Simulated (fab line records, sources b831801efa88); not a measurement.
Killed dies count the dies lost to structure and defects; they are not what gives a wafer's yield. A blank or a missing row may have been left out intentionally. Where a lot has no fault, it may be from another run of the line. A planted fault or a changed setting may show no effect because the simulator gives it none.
Which of the tools did it? || flow gf180mcu || 6 lots, 18 wafers sampled, at 4 steps of a route of 602

== WHAT THE GAUGES READ, wafer by wafer ==
GF_DNWELL_TW_MEAS_09.
{"lot": "L953", "measured": "day 3 06:09", "on": "filmMetro-01", "DNWELL_TW": "1358 1359 1358"}
{"lot": "L955", "measured": "day 3 15:08", "on": "filmMetro-04", "DNWELL_TW": "1328 1337 1330"}
{"lot": "L957", "measured": "day 4 01:43", "on": "filmMetro-01", "DNWELL_TW": "1376 1373 1382"}
{"lot": "L966", "measured": "day 6 03:55", "on": "filmMetro-03", "DNWELL_TW": "1315 1316 1314"}
{"lot": "L971", "measured": "day 7 04:56", "on": "filmMetro-01", "DNWELL_TW": "1363 1370 1366"}
{"lot": "L973", "measured": "day 7 16:58", "on": "filmMetro-04", "DNWELL_TW": "1337 1336 1339"}

== WHAT TOOL EACH LOT RAN ON (gives the tool, then ch and the chambers of the sampled wafers, and finally the start) ==
{"lot": "L953", "GF_STI_PEB_10": "lithoTrack-01 ch 0, day 2 12:32 or earlier", "GF_STI_ETCH_13": "rieDiel-03 ch 0,1,2, day 2 12:32", "GF_STI_STRIP_15": "plasmaAsher-04 ch 0,1, day 2 12:44"}
{"lot": "L955", "GF_STI_PEB_10": "lithoTrack-02 ch 0, day 2 22:01 or earlier", "GF_STI_ETCH_13": "rieDiel-01 ch 0,1,2, day 2 22:01", "GF_STI_STRIP_15": "plasmaAsher-01 ch 0,1, day 2 22:10"}
{"lot": "L957", "GF_STI_PEB_10": "lithoTrack-01 ch 0, day 3 07:14 or earlier", "GF_STI_ETCH_13": "rieDiel-02 ch 0,2,3, day 3 07:14", "GF_STI_STRIP_15": "plasmaAsher-04 ch 0,1, day 3 07:24"}
{"lot": "L966", "GF_STI_PEB_10": "lithoTrack-01 ch 0, day 5 08:02 or earlier", "GF_STI_ETCH_13": "rieDiel-03 ch 0,1,3, day 5 08:02", "GF_STI_STRIP_15": "plasmaAsher-04 ch 0,1, day 5 08:14"}
{"lot": "L971", "GF_STI_PEB_10": "lithoTrack-02 ch 0, day 6 08:13 or earlier", "GF_STI_ETCH_13": "rieDiel-01 ch 1,3, day 6 08:13", "GF_STI_STRIP_15": "plasmaAsher-04 ch 0,1, day 6 08:22"}
{"lot": "L973", "GF_STI_PEB_10": "lithoTrack-02 ch 0, day 6 18:28 or earlier", "GF_STI_ETCH_13": "rieDiel-01 ch 0,1,2, day 6 18:28", "GF_STI_STRIP_15": "plasmaAsher-03 ch 0, day 6 18:37"}
- GF_STI_PEB_10: peb time 91.24 s.
- GF_STI_ETCH_13: etches the open film in CHF3/O2, stops on Si, target depth 282.31 nm, time 112.9 s.
- GF_STI_STRIP_15: strips in O2/N2.

== THE ANSWER, worked out from the rows above alone ==
Rule: what is usual is taken from the lots themselves. Put in order of their means at a reading, lots are off if they are a third of the lots or fewer, leave a main group of 4 or more, and stand apart from it by a gap of 3 or more times the standard deviation of the main group's means; of several such gaps the widest counts. The tables above print the reading to a certain number of digits; a main group whose means all agree to those digits is not used. A lot without any number at a reading at which 4 lots or more have one is off too. Where the step has rows for the other lots, those lots are counted as sound.
None of the lots is off at any reading shown; this tells nothing.

== WHAT WAS PUT IN BY THE SIMULATOR ==
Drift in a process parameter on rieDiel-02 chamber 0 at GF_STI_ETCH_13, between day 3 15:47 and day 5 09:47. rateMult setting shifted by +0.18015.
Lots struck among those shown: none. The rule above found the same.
